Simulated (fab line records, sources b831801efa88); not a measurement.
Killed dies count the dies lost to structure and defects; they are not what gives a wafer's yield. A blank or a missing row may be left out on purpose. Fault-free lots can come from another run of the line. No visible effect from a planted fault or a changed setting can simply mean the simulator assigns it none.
Comparing a struck lot with a sound one | flow sky130 | 17 steps out of a route of 708
Sound: these wafers, L483.1, L483.4, L483.5. Struck: wafer L493.6. (L493.1, L493.3 of the same lot were not struck and are left out.) The cause comes at the end.
Per side, at each step with rows, come the tool, then ch with its chambers, and then its first start. Under that, the readings that differ: sound wafers | struck wafers | difference of the means | sigmas: that difference in standard deviations of wafers without a fault.
alike: words and numbers the same on both sides, and readings whose means are apart by under 2 such deviations; not compared: readings that were withheld, readings missing a value for some wafer, numbers with overlapping values and no deviation given by the record, and bounds like >300 which may hide the same value.
Wherever a step has rows on one side only, a row that says differs or no value, or a row with sigmas, the two part there. Numbers that don't overlap but have no deviation are shown without sigmas and don't part them. Lack of a reading on every wafer of one side parts them only where that side has two or more wafers.

SKY_LOCAL_INTERCONNECT_RS_MEAS_01: a four-point-probe measurement.
  struck on filmMetro-03, day 33 22:41; sound on filmMetro-04, day 29 14:16
  alike: LOCAL_INTERCONNECT_TIN_RS
SKY_LOCAL_INTERCONNECT_THK_MEAS_02: measures by xrf.
  struck on filmMetro-03, day 33 22:49; sound on filmMetro-04, day 29 14:23
  alike: LOCAL_INTERCONNECT_TIN_THK
then, 8 steps without rows for these wafers: SKY_LOCAL_INTERCONNECT_DEHYDRATE_03 (time 60 s); SKY_LOCAL_INTERCONNECT_HMDS_04 (prime time 60 s); SKY_LOCAL_INTERCONNECT_COAT_05 (resist thk 60 nm); SKY_LOCAL_INTERCONNECT_COAT_06 (resist thk 450 nm); SKY_LOCAL_INTERCONNECT_SOFTBAKE_07 (time 90 s); SKY_LOCAL_INTERCONNECT_EXPOSE_08 (exposes mask LI1M, target cd 170 nm); SKY_LOCAL_INTERCONNECT_PEB_09; SKY_LOCAL_INTERCONNECT_DEVELOP_10 (develop time 60 s).
SKY_LOCAL_INTERCONNECT_CD_MEAS_11: the cd target is 170 nm.
  struck on cdSem-01, day 35 01:23; sound on cdSem-02, day 30 18:10
  alike: cdNm
SKY_LOCAL_INTERCONNECT_OVL_MEAS_12:
  struck on overlay-02, day 35 01:31; sound on overlay-01, day 30 18:17
  alike: LOCAL_INTERCONNECT_OVL
SKY_LOCAL_INTERCONNECT_ETCH_13: etches BARC in N2/H2, stops on SiO2, time 45.9 s, target depth 60 nm.
  sound on rieMetal-01 ch 1, day 30 18:19; struck on rieMetal-03 ch 1, day 35 01:33
reading                                                  | sound             | struck | difference | sigmas
drypumpMotorCurrentA (A)                                 | 6.6 6.6 6.6       | 5.6    | -1.0       | -2
oesProductAu (a.u.)                                      | 0.851 0.850 0.851 | 0.790  | -0.061     | -13
runLengthS (s)                                           | 75.2 74.7 75.1    | 81.2   | +6.2       | +14
model.KrF-thick_of_LOCAL_INTERCONNECT_COAT_06.thkNm (nm) | 393.9 393.7 393.3 | 384.6  | -9.0       | 
model.SiO2_of_SONOS_ONO_CVD_04.thkNm (nm)                | 3.919 3.889 3.931 | 3.84   | -0.07      | 
  alike: throttleValvePct
  not compared: rfHoursCounterH
SKY_LOCAL_INTERCONNECT_METAL_ETCH_14: etches TiN in Cl2/BCl3, stops on PSG, target depth 110 nm, time 31.4 s.
  sound on rieMetal-01 ch 1, day 30 18:26; struck on rieMetal-03 ch 1, day 35 01:41
reading                                                  | sound           | struck | difference | sigmas
drypumpMotorCurrentA (A)                                 | 6.6 6.6 6.6     | 5.5    | -1.1       | -2
model.KrF-thick_of_LOCAL_INTERCONNECT_COAT_06.thkNm (nm) | 350 349.9 349.3 | 339.9  | -9.8       | 
  alike: oesProductAu, runLengthS, throttleValvePct
  not compared: rfHoursCounterH
SKY_LOCAL_INTERCONNECT_STRIP_15: strips in O2/N2.
  sound on plasmaAsher-04 ch 0,1, day 30 18:32; struck on plasmaAsher-04 ch 0, day 35 01:47
reading                  | sound             | struck | difference | sigmas
stripTimeToEndpointS (s) | 4.744 4.718 4.722 | 4.640  | -0.088     | -4
  alike: drypumpMotorCurrentA, oesProductAu
  not compared: rfHoursCounterH
then, 1 step without rows for these wafers: SKY_LOCAL_INTERCONNECT_STRIP_16 (strips in post etch residue remover, time 1200 s).
-- record jumps: 14 days separate the struck wafers' starts on either side; left off in module LOCAL_INTERCONNECT, taken up again in module PAD_OPEN, whose first shown step is the route's number 708 --
SKY_PAD_OPEN_PROBE_99:
  struck on prober-01, day 49 06:18; sound on prober-01, day 46 04:13
  alike: killed_at_M0_to_M3, killed_at_M4_up, killedAtContacts, killedAtFrontEnd, killedAtOther, killedDies, killedOpen, killedShort

WHERE THEY PART
At SKY_LOCAL_INTERCONNECT_ETCH_13 first; at SKY_LOCAL_INTERCONNECT_STRIP_15 last (within this record only). Later steps at which nothing parts them and some readings are alike: SKY_PAD_OPEN_PROBE_99.

WHY: whatever the simulator had introduced
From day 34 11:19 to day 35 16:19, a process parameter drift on rieMetal-03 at SKY_LOCAL_INTERCONNECT_ETCH_13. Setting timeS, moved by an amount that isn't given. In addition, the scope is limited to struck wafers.
